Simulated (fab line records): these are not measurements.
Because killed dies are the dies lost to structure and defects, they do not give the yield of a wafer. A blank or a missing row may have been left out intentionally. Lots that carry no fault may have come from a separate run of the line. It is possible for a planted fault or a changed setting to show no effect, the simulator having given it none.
What tool caused it?	flow sfq_line	Sampling: 15 lots, 44 wafers, 5 of 325 route steps

== WHAT THE GAUGES SHOWED, per wafer ==
SFQ_I2_BOW_MEAS_917. Usual: I2_BOW typically reads 3 um, with standard deviation 8.
lot	measured	on	I2_BOW (um)	flag
L886	day 23 02:46	film_metro-02	4 2 0	
L887	day 23 06:41	film_metro-01	7 4 2	
L888	day 23 14:49	film_metro-01	7 -3 7	
L889	day 23 17:50	film_metro-02	8 -1 7	
L890	day 24 02:47	film_metro-01	15 6 9	
L892	day 24 08:01	film_metro-02	9 1 4	
L897	day 34 02:50	film_metro-04	-9 10	
L898	day 34 17:13	film_metro-02	3 13 10	
L899	day 35 03:49	film_metro-01	9 14 -5	
L901	day 35 15:48	film_metro-02	1 -1 1	
L903	day 38 14:10	film_metro-01	22 15 24	
L904	day 38 17:07	film_metro-04	-9 -2 -11	
L905	day 39 06:47	film_metro-04	3 0 5	
L908	day 39 15:48	film_metro-02	7 -1 4	
L909	day 39 18:08	film_metro-01	6 -3 -10	

SFQ_JJ_OVL_MEAS_931. Usual: J5_OVL typically reads 2 nm, with standard deviation 6.5.
lot	measured	on	J5_OVL (nm)	flag
L886	day 53 02:03	overlay-01	1 -8 0	
L887	day 53 05:47	overlay-01	8 7 8	
L888	day 53 06:59	overlay-01	-3 6 2	
L889	day 53 20:11	overlay-01	4 6 13	
L890	day 53 23:47	overlay-02	-2 -1 0	
L892	day 54 03:23	overlay-02	3 1 2	
L897	day 54 20:11	overlay-02	4 3	
L898	day 56 23:47	overlay-02	-5 -2 -2	
L899	day 57 07:39	overlay-02	12 3 13	
L901	day 57 17:15	overlay-02	-2 2 -1	
L903	day 60 06:35	overlay-02	1 7 13	
L904	day 60 11:22	overlay-01	2 -4 1	
L905	day 61 06:34	overlay-01	4 0 6	
L908	day 65 08:58	overlay-01	6 7 1	
L909	day 65 12:34	overlay-02	11 10 10	

== EACH LOT AND THE TOOL THAT RAN IT (in order: tool; ch and the chambers of the sampled wafers; start) ==
lot	SFQ_TRILAYER_L0_CAP_PECVD_011	SFQ_TRILAYER_L0_VIA_ETCH_VIA_ETCH_016	SFQ_TRILAYER_M0_STRIP_STRIP_025
L886	pecvd-03 ch 0,2, day 2 04:00	rie_diel-04 ch 1,2,3, day 4 23:12	rie_metal-02 ch 0,1, day 5 15:04
L887	pecvd-04 ch 0,1,2, day 2 06:54	rie_diel-02 ch 0,1,2, day 5 01:36	rie_metal-03 ch 0,1, day 5 18:40
L888	pecvd-03 ch 0,1, day 2 11:42	rie_diel-03 ch 0,1,3, day 5 05:12	rie_metal-04 ch 0,1, day 5 22:16
L889	pecvd-04 ch 1,2, day 2 17:42	rie_diel-03 ch 0,2,3, day 5 13:36	rie_metal-02 ch 0,1, day 6 05:40
L890	pecvd-02 ch 0,1, day 2 22:30	rie_diel-03 ch 2,3, day 5 18:24	rie_metal-03 ch 0,1, day 6 16:13
L892	pecvd-02 ch 0,1,2, day 3 09:18	rie_diel-02 ch 1,2,3, day 6 08:48	rie_metal-03 ch 0,1, day 7 09:19
L897	pecvd-02 ch 0,2, day 4 12:07	rie_diel-04 ch 0,2, day 9 07:41	rie_metal-04 ch 1, day 10 02:08
L898	pecvd-02 ch 1,2, day 4 18:07	rie_diel-02 ch 0,2, day 9 13:41	rie_metal-03 ch 0,1, day 10 08:08
L899	pecvd-02 ch 0,1, day 4 21:43	rie_diel-04 ch 1,3, day 9 19:41	rie_metal-04 ch 0,1, day 10 15:32
L901	pecvd-03 ch 0,2, day 5 09:43	rie_diel-04 ch 1,2, day 10 06:30	rie_metal-03 ch 1, day 11 03:43
L903	pecvd-04 ch 0,1,2, day 5 18:18	rie_diel-02 ch 1,2,3, day 10 16:05	rie_metal-04 ch 0,1, day 12 05:29
L904	pecvd-03 ch 0,1,2, day 6 00:07	rie_diel-02 ch 0,2,3, day 10 20:54	rie_metal-02 ch 0, day 12 09:04
L905	pecvd-04 ch 0,1, day 6 02:31	rie_diel-03 ch 2,3, day 11 01:15	rie_metal-04 ch 0,1, day 12 14:53
L908	pecvd-04 ch 1,2, day 7 00:11	rie_diel-03 ch 0,2,3, day 11 21:38	rie_metal-04 ch 0,1, day 13 10:05
L909	pecvd-03 ch 0,1, day 7 08:34	rie_diel-04 ch 0,1,3, day 12 04:51	rie_metal-03 ch 0,1, day 13 15:00
- SFQ_TRILAYER_L0_CAP_PECVD_011: deposits SiO2 from SiH4/N2O, time 13.333 s, target thk 60 nm.
- SFQ_TRILAYER_L0_VIA_ETCH_VIA_ETCH_016: etches SiO2 in CHF3, stops on MoNx KI, target depth 80 nm.
- SFQ_TRILAYER_M0_STRIP_STRIP_025: strips in O2.

== WHAT THE TOOLS THEMSELVES READ (means of the sampled wafers that have a number; where no wafer has one, the mark that the record gives instead) ==
SFQ_TRILAYER_L0_CAP_PECVD_011. Usual: heater_power_w 85 W, standard deviation 15; throttle_valve_pct 25.3 %, standard deviation 0.92.
lot	tool	heater_power_w (W)	throttle_valve_pct (%)	flag
L886	pecvd-03	76	25.8	
L887	pecvd-04	97	25.5	
L888	pecvd-03	75	26.3	
L889	pecvd-04	97	25.0	
L890	pecvd-02	91	24.0	
L892	pecvd-02	89	24.3	
L897	pecvd-02	100	24.1	
L898	pecvd-02	82	24.6	
L899	pecvd-02	87	24.4	
L901	pecvd-03	78	25.8	
L903	pecvd-04	91	25.8	
L904	pecvd-03	74	26.2	
L905	pecvd-04	89	26.0	
L908	pecvd-04	92	25.5	
L909	pecvd-03	83	25.8	

SFQ_TRILAYER_L0_VIA_ETCH_VIA_ETCH_016. Usual: chamber_pressure_mTorr 29.999 mTorr, standard deviation 0.027; drypump_motor_current_A 5.7 A, standard deviation 0.56; oes_product_au 0.843 a.u., standard deviation 0.0079.
lot	tool	chamber_pressure_mTorr (mTorr)	drypump_motor_current_A (A)	oes_product_au (a.u.)	flag
L886	rie_diel-04	30.016	6.0	0.850	
L887	rie_diel-02	29.999	5.6	0.844	
L888	rie_diel-03	29.980	5.6	0.847	
L889	rie_diel-03	29.984	5.6	0.845	
L890	rie_diel-03	30.020	5.6	0.836	
L892	rie_diel-02	30.002	5.4	0.841	
L897	rie_diel-04	29.980	5.5	0.804	OFF
L898	rie_diel-02	30.000	5.9	0.812	OFF
L899	rie_diel-04	30.021	6.3	0.813	OFF
L901	rie_diel-04	29.987	6.0	0.842	
L903	rie_diel-02	30.026	5.4	0.844	
L904	rie_diel-02	29.966	5.9	0.843	
L905	rie_diel-03	29.991	6.1	0.844	
L908	rie_diel-03	29.984	5.6	0.852	
L909	rie_diel-04	30.004	6.0	0.845	

SFQ_TRILAYER_M0_STRIP_STRIP_025. Usual: chamber_pressure_mTorr 50.00 mTorr, standard deviation 0.046; drypump_motor_current_A 5.4 A, standard deviation 0.54; oes_product_au 0.997 a.u., standard deviation 0.0073.
lot	tool	chamber_pressure_mTorr (mTorr)	drypump_motor_current_A (A)	oes_product_au (a.u.)	flag
L886	rie_metal-02	49.98	5.9	0.997	
L887	rie_metal-03	50.01	5.3	0.996	
L888	rie_metal-04	50.09	5.2	1.003	
L889	rie_metal-02	49.98	5.9	0.996	
L890	rie_metal-03	50.00	5.6	0.995	
L892	rie_metal-03	49.97	5.3	0.993	
L897	rie_metal-04	49.99	5.0	0.988	
L898	rie_metal-03	49.98	5.7	1.002	
L899	rie_metal-04	49.98	5.1	1.002	
L901	rie_metal-03	50.02	4.9	0.993	
L903	rie_metal-04	50.01	5.2	1.002	
L904	rie_metal-02	50.00	6.4	0.993	
L905	rie_metal-04	50.03	5.2	1.003	
L908	rie_metal-04	50.00	5.1	1.007	
L909	rie_metal-03	50.00	5.7	0.994	

== THE ANSWER, worked out from the rows above alone ==
Rule: a lot counts as off when the mean over its wafers that have a number is more than 3 standard deviations away from the usual mean. A lot without any number at a reading at which 4 lots or more have one is off too. Where the step has rows for the other lots, those lots are counted as sound. Order of review: gauges by route order, followed by the tools' own readings, for which a lot's mean as printed above is used. The first step at which some lot is off is used, and at that step the reading that is off furthest; a lot without a number counts as furthest.
Off: L897, L898, L899, at SFQ_TRILAYER_L0_VIA_ETCH_VIA_ETCH_016 (oes_product_au).
If a tool, at that step or one of the process steps before it, ran each lot that is off and ran no sound lot following the first of them, it fits. One fits: pecvd-02 at SFQ_TRILAYER_L0_CAP_PECVD_011. Its last sound lot is L892 (day 3 09:18), its first lot that is off L897 (day 4 12:07): a fault that began between those two fits.

== WHAT THE SIMULATOR HAD PUT IN ==
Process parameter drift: pecvd-02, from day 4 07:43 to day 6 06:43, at SFQ_TRILAYER_L0_CAP_PECVD_011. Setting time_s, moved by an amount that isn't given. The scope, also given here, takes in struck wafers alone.
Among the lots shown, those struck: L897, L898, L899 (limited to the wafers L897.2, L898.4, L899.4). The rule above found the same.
